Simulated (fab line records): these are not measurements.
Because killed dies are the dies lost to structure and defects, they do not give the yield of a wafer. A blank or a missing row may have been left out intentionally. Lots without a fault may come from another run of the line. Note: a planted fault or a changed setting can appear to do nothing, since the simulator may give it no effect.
fab line records | flow sky130
[record] lots = 6 | wafers = 18 | lastDay = 50
route steps=708 shown LDD_HVP@285 LDD_LDN@289 PAD_OPEN@708
lots that met no fault: from a run of the same line without faults
startH: the number of hours between the record's first day and the start of the first shown wafer of the lot | waitH: hours since the lot's step before | " repeats the value in the row above | L1.1+2: a row that stands for several wafers | - value missing, or start not given | * or withheld: withheld | < > ~ a bound
route shown NAME@n: a module of which the file shows steps, and the number in the route of the first | usual: mean/standard deviation of fault-free wafers | same: alike in all rows | chamber/n: place in a boat | sites: each site's reading | _std_site: the standard deviation of these | _edge_site: inner sites' mean taken away from outer sites' mean | radiusMm: for every site, how far away it sits from the centre of the wafer | mask NAME#n: copy n | behind: the most recent tool/chamber to have shaped the wafer | hold: why the lot went on hold/how many hours it stayed there/how the hold came to an end | device: which transistor (n, p or np) failed to switch | end of line: tests of these same wafers at the route's end | a step with no rows: only its recipe | killed: count of dies lost to structure and defects at first sort (not the wafer's yield) | map: the dies of a wafer, with x for killed, . for not killed, _ for no die there
set.NAME: setting as actually run; set.NAME@STEP: the setting as run at that earlier step | model.NAME: the simulator's own value behind a step, which no gauge read
lots at some steps of the route; a table a step, a row a wafer
services: a tool's chamber out of use, with start hour (startH, from the record's first day; less than 0 if before it), hours out, and reason
[[steps]]
[step SKY_LDD_HVP_OVL_MEAS_07]
[usual] LDD_HVP_OVL = -0.5/1.2
lot.wafer | tool       | chamber | startH | waitH | LDD_HVP_OVL[nm]
L473.1    | overlay-02 | -       | 524.58 | 0.1   | -1.3
L473.3    | "          | -       | "      | "     | -1.1
L473.6    | "          | -       | "      | "     | -1.7
L475.2    | overlay-01 | -       | 540.73 | 0.1   | 1.3
L475.3    | "          | -       | "      | "     | -0.7
L475.5    | "          | -       | "      | "     | -0.5
L476.2    | overlay-02 | -       | 552.49 | 0.1   | -1.9
L476.3    | "          | -       | "      | "     | -1.4
L476.5    | "          | -       | "      | "     | -1.0
L477.1    | overlay-02 | -       | 561.18 | 0.1   | 1.1
L477.3    | "          | -       | "      | "     | 1.2
L477.6    | "          | -       | "      | "     | 0.7
L489.2    | overlay-01 | -       | 668.99 | 0.1   | -0.4
L489.4    | "          | -       | "      | "     | -1.1
L489.5    | "          | -       | "      | "     | -2.9
L490.2    | overlay-02 | -       | 678.58 | 0.1   | -2.0
L490.4    | "          | -       | "      | "     | -0.7
L490.6    | "          | -       | "      | "     | -2.6
[step SKY_LDD_HVP_IMPLANT_08]
[recipe] species = B | energyKev = 20 | doseCm2 = 1.7e+13 | tiltDeg = 17.9
[step SKY_LDD_HVP_STRIP_09]
[recipe] chemistry = O2/N2 | powerW = 1400 | pressureMtorr = 1500 | platenTempC = withheld | o2FlowSccm = 3000 | n2FlowSccm = 300 | overashFraction = 0.5
[usual] drypumpMotorCurrentA = 5.8/0.45 | oesProductAu = 0.408/0.0045 | stripTimeToEndpointS = 4.144/0.015
lot.wafer | tool           | chamber | startH | waitH | drypumpMotorCurrentA | oesProductAu | rfHoursCounterH | stripTimeToEndpointS
L473.1    | plasmaAsher-01 | 0       | 524.77 | 0.1   | 5.3                  | 0.406        | 10              | 4.183
L473.3    | "              | 1       | "      | "     | 6.4                  | 0.415        | -               | 4.166
L473.6    | "              | 0       | "      | "     | 5.3                  | 0.418        | -               | 4.141
L475.2    | plasmaAsher-01 | 1       | 540.91 | 0.1   | 6.3                  | 0.413        | 12              | 4.148
L475.3    | "              | 1       | "      | "     | 6.3                  | 0.409        | -               | 4.147
L475.5    | "              | 1       | "      | "     | 6.3                  | 0.410        | -               | 4.153
L476.2    | plasmaAsher-02 | 0       | 552.67 | 0.1   | 5.9                  | 0.406        | 39              | 4.155
L476.3    | "              | 1       | "      | "     | 5.4                  | 0.409        | -               | 4.163
L476.5    | "              | 1       | "      | "     | 5.4                  | 0.407        | -               | 4.131
L477.1    | plasmaAsher-02 | 0       | 561.37 | 0.1   | 5.9                  | 0.399        | 40              | 4.131
L477.3    | "              | 1       | "      | "     | 5.3                  | 0.405        | -               | 4.145
L477.6    | "              | 0       | "      | "     | 5.9                  | 0.408        | -               | 4.123
L489.2    | plasmaAsher-01 | 1       | 669.17 | 0.1   | 6.3                  | 0.399        | 24              | 4.131
L489.4    | "              | 0       | "      | "     | 5.3                  | 0.401        | -               | 4.150
L489.5    | "              | 0       | "      | "     | 5.3                  | 0.406        | -               | 4.124
L490.2    | plasmaAsher-03 | 1       | 678.76 | 0.1   | 5.6                  | 0.402        | 90              | 4.153
L490.4    | "              | 0       | "      | "     | 6.5                  | 0.404        | -               | 4.140
L490.6    | "              | 0       | "      | "     | 6.5                  | 0.403        | -               | 4.132
[step SKY_LDD_HVP_TW_MEAS_10]
[usual] LDD_HVP_TW = 456/5.4
lot.wafer | tool         | chamber | startH | waitH | LDD_HVP_TW
L473.1    | filmMetro-03 | -       | 524.87 | 0.1   | 461
L473.3    | "            | -       | "      | "     | 463
L473.6    | "            | -       | "      | "     | 463
L475.2    | filmMetro-03 | -       | 541.02 | 0.1   | 464
L475.3    | "            | -       | "      | "     | 459
L475.5    | "            | -       | "      | "     | 464
L476.2    | filmMetro-04 | -       | 552.78 | 0.1   | 452
L476.3    | "            | -       | "      | "     | 450
L476.5    | "            | -       | "      | "     | 451
L477.1    | filmMetro-04 | -       | 561.47 | 0.1   | 452
L477.3    | "            | -       | "      | "     | 452
L477.6    | "            | -       | "      | "     | 452
L489.2    | filmMetro-04 | -       | 669.28 | 0.1   | 451
L489.4    | "            | -       | "      | "     | 452
L489.5    | "            | -       | "      | "     | 452
L490.2    | filmMetro-03 | -       | 678.87 | 0.1   | 459
L490.4    | "            | -       | "      | "     | 458
L490.6    | "            | -       | "      | "     | 458
[step SKY_LDD_LDN_DEHYDRATE_00]
[recipe] tempC = 200 | timeS = 60
[step SKY_LDD_LDN_HMDS_01]
[recipe] primeTimeS = 60 | primeTempC = 120
[step SKY_LDD_LDN_COAT_02]
[recipe] resist = NOVOLAK | spinRpm = 3000 | resistThkNm = 1140
[step SKY_LDD_LDN_SOFTBAKE_03]
[recipe] tempC = 90 | timeS = 60 | resist = NOVOLAK
[step SKY_LDD_LDN_EXPOSE_04]
[recipe] maskId = LDNTM | na = 0.6 | sourceShape = conventional | sigmaOuter = 0.6 | polarization = unpolarized | targetCdNm = 700 | doseMj = 140
[step SKY_LDD_LDN_PEB_05]
[recipe] tempC = withheld | timeS = * | resist = NOVOLAK
[step SKY_LDD_LDN_DEVELOP_06]
[recipe] resist = NOVOLAK | developer = TMAH | developTimeS = 60 | devTempC = 23
[step SKY_LDD_LDN_OVL_MEAS_07]
[usual] LDD_LDN_OVL = -0.5/1.5
lot.wafer | tool       | chamber | startH | waitH | LDD_LDN_OVL[nm]
L473.1    | overlay-02 | -       | 554.22 | 0.1   | -1.7
L473.3    | "          | -       | "      | "     | -1.2
L473.6    | "          | -       | "      | "     | 2.5
L475.2    | overlay-02 | -       | 571.03 | 0.1   | -1.2
L475.3    | "          | -       | "      | "     | -2.9
L475.5    | "          | -       | "      | "     | -1.1
L476.2    | overlay-01 | -       | 582.68 | 0.1   | 2.9
L476.3    | "          | -       | "      | "     | 0.9
L476.5    | "          | -       | "      | "     | 1.0
L477.1    | overlay-01 | -       | 591.67 | 0.1   | -0.7
L477.3    | "          | -       | "      | "     | -0.9
L477.6    | "          | -       | "      | "     | -0.4
L489.2    | overlay-02 | -       | 697.68 | 0.1   | 0.2
L489.4    | "          | -       | "      | "     | 0.8
L489.5    | "          | -       | "      | "     | -1.7
L490.2    | overlay-01 | -       | 706.81 | 0.1   | 1.8
L490.4    | "          | -       | "      | "     | 2.5
L490.6    | "          | -       | "      | "     | 1.8
[step SKY_LDD_LDN_IMPLANT_08]
[recipe] species = As | energyKev = 15 | doseCm2 = 1.25e+13 | tiltDeg = withheld | rotationDeg = 23
[usual] doseIonsCm2 = 1.2496e+13/1.3e+10 | faradayCurrentUA = 70.4/1.3
lot.wafer | tool         | chamber | startH | waitH | doseIonsCm2 | faradayCurrentUA
L473.1    | implanter-01 | 0       | 554.26 | 0.0   | 1.251e+13   | 71.7
L473.3    | "            | 0       | "      | "     | 1.2487e+13  | 69.6
L473.6    | "            | 0       | "      | "     | 1.2511e+13  | 69.8
L475.2    | implanter-01 | 0       | 571.08 | 0.0   | 1.2492e+13  | 70.3
L475.3    | "            | 0       | "      | "     | 1.2504e+13  | 70.5
L475.5    | "            | 0       | "      | "     | 1.2491e+13  | 71.1
L476.2    | implanter-01 | 0       | 583.17 | 0.5   | 1.003e+13   | 56.9
L476.3    | "            | 0       | "      | "     | 1.0013e+13  | 56.8
L476.5    | "            | 0       | "      | "     | 1.0014e+13  | 59.1
L477.1    | implanter-01 | 0       | 591.71 | 0.0   | 1.0001e+13  | 56.8
L477.3    | "            | 0       | "      | "     | 1.0025e+13  | 55.7
L477.6    | "            | 0       | "      | "     | 1.0018e+13  | 55.9
L489.2    | implanter-02 | 0       | 697.74 | 0.0   | 1.2509e+13  | 71.8
L489.4    | "            | 0       | "      | "     | 1.2492e+13  | 69.7
L489.5    | "            | 0       | "      | "     | 1.248e+13   | 72.2
L490.2    | implanter-03 | 0       | 706.95 | 0.1   | 1.2485e+13  | 69.4
L490.4    | "            | 0       | "      | "     | 1.248e+13   | 69.3
L490.6    | "            | 0       | "      | "     | 1.2496e+13  | 68.7
[step SKY_LDD_LDN_IMPLANT_09]
[recipe] species = As | energyKev = 15 | doseCm2 = 1.25e+13 | tiltDeg = withheld | rotationDeg = 113
[step SKY_PAD_OPEN_PROBE_99]
[usual] killed_at_M0_to_M3 = 44/7.3 | killed_at_M4_up = 3.5/1.8 | killedAtContacts = 24/5.8 | killedAtFrontEnd = 16/4.3 | killedAtOther = 0.5/0.68 | killedDies = 88/9.4 | killedOpen = 48/6.8 | killedShort = 40/6.1
[same] grossDies = 492 | killedAtBackSide = 0
lot.wafer | tool      | chamber | startH  | waitH | killed_at_M0_to_M3 | killed_at_M4_up | killedAtContacts | killedAtFrontEnd | killedAtOther | killedDies | killedOpen | killedShort
L473.1    | prober-01 | -       | 1095.33 | 0.1   | 41                 | 3               | 20               | 7                | 1             | 72         | 38         | 34
L473.3    | prober-01 | -       | 1095.43 | 0.2   | 38                 | 7               | 16               | 17               | 0             | 78         | 37         | 40
L473.6    | prober-01 | -       | 1095.58 | 0.2   | 52                 | 2               | 19               | 7                | 0             | 80         | 50         | 30
L475.2    | prober-01 | -       | 1105.67 | 0.1   | 30                 | 6               | 28               | 16               | 2             | 82         | 39         | 42
L475.3    | prober-01 | -       | 1105.72 | 0.2   | 56                 | 3               | 23               | 14               | 0             | 96         | 56         | 36
L475.5    | prober-01 | -       | 1105.82 | 0.2   | 41                 | 8               | 20               | 18               | 0             | 87         | 49         | 38
L477.1    | prober-01 | -       | 1121.86 | 0.1   | 46                 | 4               | 18               | 19               | 1             | 88         | 42         | 45
L477.3    | prober-01 | -       | 1121.96 | 0.2   | 58                 | 3               | 16               | 18               | 0             | 95         | 54         | 40
L477.6    | prober-01 | -       | 1122.11 | 0.2   | 42                 | 2               | 24               | 22               | 2             | 92         | 46         | 42
// killed by level:class
L473.1 VIA2:geometricParticle:open=8 METAL1:geometricParticle:short=7 VIA3:geometricParticle:open=7 LI_CONTACT:geometricParticle:open=6 LI_CONTACT:geometricParticle:short=4 VIA1:geometricParticle:open=4 CONTACT:geometricParticle:open=4 METAL3:geometricParticle:short=4
L473.3 METAL2:geometricParticle:short=9 VIA1:geometricParticle:open=8 VIA3:geometricParticle:open=6 FIELD_ISO:geometricParticle:open=5 POLY_GATE:geometricParticle:short=5 LI_CONTACT:geometricParticle:open=5 VIA1:geometricParticle:short=5 POLY_GATE:geometricParticle:open=4
L473.6 VIA2:geometricParticle:open=12 VIA1:geometricParticle:open=11 METAL1:geometricParticle:short=8 CONTACT:geometricParticle:open=7 LI_CONTACT:geometricParticle:open=6 VIA1:geometricParticle:short=4 CONTACT:geometricParticle:short=4 VIA3:geometricParticle:open=4
L475.2 CONTACT:geometricParticle:open=11 LI_CONTACT:geometricParticle:open=8 METAL1:geometricParticle:short=7 VIA3:geometricParticle:open=7 FIELD_ISO:geometricParticle:short=6 METAL4:geometricParticle:short=6 POLY_GATE:geometricParticle:short=4 VIA1:geometricParticle:open=4
L475.3 VIA2:geometricParticle:open=12 LI_CONTACT:geometricParticle:open=8 CONTACT:geometricParticle:open=8 VIA1:geometricParticle:open=8 METAL2:geometricParticle:short=7 POLY_GATE:geometricParticle:open=5 METAL1:geometricParticle:open=5 METAL1:geometricParticle:short=5
L475.5 CONTACT:geometricParticle:open=10 VIA1:geometricParticle:open=7 VIA2:geometricParticle:open=7 METAL4:geometricParticle:short=6 VIA3:geometricParticle:open=6 POLY_GATE:geometricParticle:open=5 METAL3:geometricParticle:short=5 POLY_GATE:geometricParticle:short=4
L477.1 VIA1:geometricParticle:open=13 POLY_GATE:geometricParticle:short=8 METAL3:geometricParticle:short=7 VIA3:geometricParticle:open=7 METAL1:geometricParticle:short=6 LI_CONTACT:geometricParticle:open=6 LOCAL_INTERCONNECT:geometricParticle:short=5 POLY_GATE:geometricParticle:open=4
L477.3 VIA1:geometricParticle:open=15 METAL1:geometricParticle:short=9 LI_CONTACT:geometricParticle:open=7 VIA2:geometricParticle:open=6 CONTACT:geometricParticle:open=6 VIA3:geometricParticle:open=6 POLY_GATE:geometricParticle:open=5 VIA1:geometricParticle:short=5
L477.6 LI_CONTACT:geometricParticle:open=7 VIA1:geometricParticle:short=7 VIA2:geometricParticle:open=7 CONTACT:geometricParticle:open=6 VIA3:geometricParticle:open=6 FIELD_ISO:geometricParticle:open=5 POLY_GATE:geometricParticle:short=5 CONTACT:geometricParticle:short=5
[[services]]
tool           | chamber | startH | hours | kind
plasmaAsher-01 | -       | 500.83 | 1.7   | repair
implanter-02   | -       | 550.75 | 3.8   | pm
implanter-03   | -       | 555.33 | 5.8   | pm
implanter-02   | -       | 556.28 | 1.0   | repair
implanter-02   | -       | 580.55 | 14.0  | repair
implanter-02   | -       | 593.33 | 1.8   | repair
plasmaAsher-03 | -       | 601.60 | 2.7   | repair
implanter-01   | -       | 616.46 | 0.5   | repair
implanter-01   | -       | 617.34 | 3.5   | pm
implanter-02   | -       | 625.91 | 4.8   | repair
plasmaAsher-03 | -       | 641.69 | 2.8   | pm
plasmaAsher-01 | -       | 686.82 | 2.7   | repair
implanter-01   | -       | 693.24 | 6.1   | repair
implanter-01   | -       | 706.40 | 4.4   | pm
[[key]]
[firstSign] step = SKY_LDD_LDN_IMPLANT_08 | reading = doseIonsCm2 | direction = down | sigmas = 99+ | usual = * | struck = *
[effect] step = SKY_LDD_LDN_IMPLANT_08 | reading = faradayCurrentUA | direction = down | sigmas = 10 | usual = 70.4 | struck = 56.9
metAt SKY_LDD_LDN_IMPLANT_08
struckWafers L476.2,L476.3,L476.5,L477.1,L477.3,L477.6
testerLeftOut L476,L477
onsetBetween 571.08 583.17
[fault] kind = processParameterDrift | tool = implanter-01 | chamber = - | onsetH = 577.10 | steps = SKY_LDD_LDN_IMPLANT_08 | channel = doseCm2 | offset = * | shape = step | endH = 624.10 | actsIn = * | stated = *
// testerLeftOut: of these lots the tester's yield and bins aren't shown, on N5 and GAA mostly nor the transistor test; their killed dies are dies lost to structure and defects alone, not to doping, threshold or leakage, so they don't give the yield
